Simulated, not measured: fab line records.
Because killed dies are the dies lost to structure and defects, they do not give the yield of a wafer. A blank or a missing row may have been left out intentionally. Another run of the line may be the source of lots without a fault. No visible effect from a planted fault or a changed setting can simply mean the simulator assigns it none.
Which of the tools did it? | flow gf180mcu | 12 lots, 36 wafers sampled, at 2 steps of a route of 602

WHAT EACH GAUGE READ, for each wafer
GF_SAB_CD_MEAS_09 targets a cd of 420 nm. Usual: cd-nm 419.9 nm, standard deviation 2.2.
lot  | measured     | on        | cd-nm (nm)                          | flag
L322 | day 15 10:22 | cd-sem-02 | 416.8 418.2 420.2                   |
L324 | day 16 02:01 | cd-sem-01 | 419.4 418.2 419.6                   |
L325 | day 16 05:46 | cd-sem-02 | 421.0 421.5 422.2                   |
L326 | day 16 19:08 | cd-sem-02 | 420.0 419.8 418.2                   |
L327 | day 17 01:10 | cd-sem-01 | 419.7 419.2 418.5                   |
L331 | day 18 07:11 | cd-sem-01 | 419.1 418.5 418.4                   |
L338 | day 21 02:17 | cd-sem-02 | 479.6 480.9 479.4 479.9 480.3 479.3 | OFF
L341 | day 22 00:54 | cd-sem-01 | 420.6 422.0 420.8                   |
L342 | day 22 04:08 | cd-sem-02 | 421.7 420.6 422.8                   |
L343 | day 22 13:27 | cd-sem-01 | 419.5 420.3 420.1                   |
L344 | day 23 09:27 | cd-sem-02 | 419.1 418.4 418.3                   |
L345 | day 23 12:21 | cd-sem-01 | 419.1 420.3 421.1                   |

WHAT TOOL EACH LOT RAN ON (gives the tool, then ch and the chambers of the sampled wafers, and finally the start)
lot  | GF_SAB_EXPOSE_06
L322 | iline-stepper-01 ch 0, day 14 23:31
L324 | iline-stepper-02 ch 0, day 15 15:19
L325 | iline-stepper-02 ch 0, day 15 18:58
L326 | iline-stepper-01 ch 0, day 16 08:25
L327 | iline-stepper-02 ch 0, day 16 14:07
L331 | iline-stepper-01 ch 0, day 17 20:02
L338 | iline-stepper-02 ch 0, day 20 14:07
L341 | iline-stepper-02 ch 0, day 21 12:52
L342 | iline-stepper-02 ch 0, day 21 16:50
L343 | iline-stepper-02 ch 0, day 22 02:06
L344 | iline-stepper-01 ch 0, day 22 22:24
L345 | iline-stepper-02 ch 0, day 23 01:26
- GF_SAB_EXPOSE_06: exposes mask SAB, target cd 420 nm.

AS READ BY THE TOOLS THEMSELVES (means over the sampled wafers that have a number; for cases with no such wafer, the mark the record gives instead)
GF_SAB_EXPOSE_06. Usual: exposure-dose-mJ-cm2 140.04, standard deviation 0.12.
lot  | tool             | exposure-dose-mJ-cm2 | flag
L322 | iline-stepper-01 | 140.09               |
L324 | iline-stepper-02 | 140.02               |
L325 | iline-stepper-02 | 140.03               |
L326 | iline-stepper-01 | 140.09               |
L327 | iline-stepper-02 | 139.94               |
L331 | iline-stepper-01 | 140.09               |
L338 | iline-stepper-02 | 140.08               |
L341 | iline-stepper-02 | 139.99               |
L342 | iline-stepper-02 | 139.93               |
L343 | iline-stepper-02 | 140.07               |
L344 | iline-stepper-01 | 140.06               |
L345 | iline-stepper-02 | 140.10               |

THE ANSWER, worked out from the rows above alone
Rule: a lot is off if the mean of its wafers that have a number lies more than 3 standard deviations from the usual mean. Also off: a lot with no number at a reading for which 4 or more lots have one. All remaining lots with rows at the step are treated as sound. After the gauges, taken in route order, come the tools' own readings; for these a lot's mean is taken, as printed above. The first step at which some lot is off is used, and at that step the reading that is off furthest; a lot without a number counts as furthest.
Off, at GF_SAB_CD_MEAS_09 on cd-nm: L338.
If a tool, at a process step before that reading, ran all the lots that are off and no sound lot after the first of them, it fits. Gauges at GF_SAB_CD_MEAS_09: tried the same way as those tools. Of those tried, none fits.

WHAT THE SIMULATOR HAD PUT IN
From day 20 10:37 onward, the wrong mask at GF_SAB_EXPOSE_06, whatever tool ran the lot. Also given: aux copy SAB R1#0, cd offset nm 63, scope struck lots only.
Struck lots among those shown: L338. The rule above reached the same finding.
